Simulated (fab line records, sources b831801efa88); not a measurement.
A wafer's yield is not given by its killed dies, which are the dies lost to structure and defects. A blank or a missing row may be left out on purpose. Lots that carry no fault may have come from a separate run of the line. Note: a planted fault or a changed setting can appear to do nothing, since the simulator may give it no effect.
Which tool is to blame? / flow gf180mcu / 10 lots with 30 wafers sampled at 2 steps, on a route of 602 steps

## WHAT THE GAUGES READ, wafer by wafer
GF_V2_BOW_MEAS_05. Usual: V2_BOW typically reads 99 um, with standard deviation 9.
lot=L712; measured=day 19 11:02; on=film-metro-02; V2_BOW (um)=99 93 98; flag=
lot=L713; measured=day 19 16:07; on=film-metro-03; V2_BOW (um)=100 105 94; flag=
lot=L716; measured=day 20 19:45; on=film-metro-02; V2_BOW (um)=111 104 113; flag=
lot=L720; measured=day 22 10:46; on=film-metro-01; V2_BOW (um)=97 105 114; flag=
lot=L721; measured=day 22 14:08; on=film-metro-02; V2_BOW (um)=103 102 93; flag=
lot=L723; measured=day 23 14:07; on=film-metro-03; V2_BOW (um)=111 107 105; flag=
lot=L730; measured=day 25 17:53; on=film-metro-02; V2_BOW (um)=101 99 104; flag=
lot=L731; measured=day 25 22:46; on=film-metro-03; V2_BOW (um)=73 88 92; flag=
lot=L734; measured=day 26 19:28; on=film-metro-03; V2_BOW (um)=95 97 89; flag=
lot=L735; measured=day 27 04:56; on=film-metro-01; V2_BOW (um)=97 95 92; flag=

## WHAT TOOL EACH LOT RAN ON (gives the tool, then ch and the chambers of the sampled wafers, and finally the start)
lot=L712; GF_V2_CMP_04=cmp-02 ch 1,2,3, day 19 10:41
lot=L713; GF_V2_CMP_04=cmp-01 ch 1,2, day 19 15:49
lot=L716; GF_V2_CMP_04=cmp-02 ch 0,1, day 20 19:28
lot=L720; GF_V2_CMP_04=cmp-02 ch 1,2, day 22 10:31
lot=L721; GF_V2_CMP_04=cmp-02 ch 0,1,2, day 22 13:50
lot=L723; GF_V2_CMP_04=cmp-02 ch 0,1,3, day 23 13:47
lot=L730; GF_V2_CMP_04=cmp-02 ch 0,1,2, day 25 17:40
lot=L731; GF_V2_CMP_04=cmp-01 ch 0,1, day 25 22:31
lot=L734; GF_V2_CMP_04=cmp-02 ch 0,3, day 26 19:08
lot=L735; GF_V2_CMP_04=cmp-01 ch 0,1,2, day 27 04:41
- GF_V2_CMP_04: polishes SiO2.

## AS READ BY THE TOOLS THEMSELVES (means over the sampled wafers that have a number; for cases with no such wafer, the mark the record gives instead)
GF_V2_CMP_04. Usual: motor-current-A 13.3 A, standard deviation 1.8; retaining-ring-pressure-frac 0.999, standard deviation 0.0048; time-to-endpoint-s 82 s, standard deviation 5.1.
lot=L712; tool=cmp-02; motor-current-A (A)=14.0; retaining-ring-pressure-frac=0.995; time-to-endpoint-s (s)=84; flag=
lot=L713; tool=cmp-01; motor-current-A (A)=12.9; retaining-ring-pressure-frac=1.006; time-to-endpoint-s (s)=85; flag=
lot=L716; tool=cmp-02; motor-current-A (A)=14.7; retaining-ring-pressure-frac=1.000; time-to-endpoint-s (s)=79; flag=
lot=L720; tool=cmp-02; motor-current-A (A)=13.1; retaining-ring-pressure-frac=0.998; time-to-endpoint-s (s)=82; flag=
lot=L721; tool=cmp-02; motor-current-A (A)=14.5; retaining-ring-pressure-frac=1.000; time-to-endpoint-s (s)=80; flag=
lot=L723; tool=cmp-02; motor-current-A (A)=14.5; retaining-ring-pressure-frac=1.003; time-to-endpoint-s (s)=80; flag=
lot=L730; tool=cmp-02; motor-current-A (A)=14.5; retaining-ring-pressure-frac=0.999; time-to-endpoint-s (s)=82; flag=
lot=L731; tool=cmp-01; motor-current-A (A)=11.9; retaining-ring-pressure-frac=1.000; time-to-endpoint-s (s)=80; flag=
lot=L734; tool=cmp-02; motor-current-A (A)=15.4; retaining-ring-pressure-frac=0.996; time-to-endpoint-s (s)=90; flag=
lot=L735; tool=cmp-01; motor-current-A (A)=12.0; retaining-ring-pressure-frac=0.998; time-to-endpoint-s (s)=87; flag=

## THE ANSWER, worked out from the rows above alone
Rule: take the mean of a lot's wafers that have a number; if it is more than 3 standard deviations from the usual mean, the lot is off. Also off: a lot with no number at a reading for which 4 or more lots have one. All remaining lots with rows at the step are treated as sound. After the gauges, taken in route order, come the tools' own readings; for these a lot's mean is taken, as printed above. The first step at which some lot is off is used, and at that step the reading that is off furthest; a lot without a number counts as furthest.
No lot is off at any reading shown: from this, nothing can be told.

## WHAT HAD BEEN PUT IN BY THE SIMULATOR
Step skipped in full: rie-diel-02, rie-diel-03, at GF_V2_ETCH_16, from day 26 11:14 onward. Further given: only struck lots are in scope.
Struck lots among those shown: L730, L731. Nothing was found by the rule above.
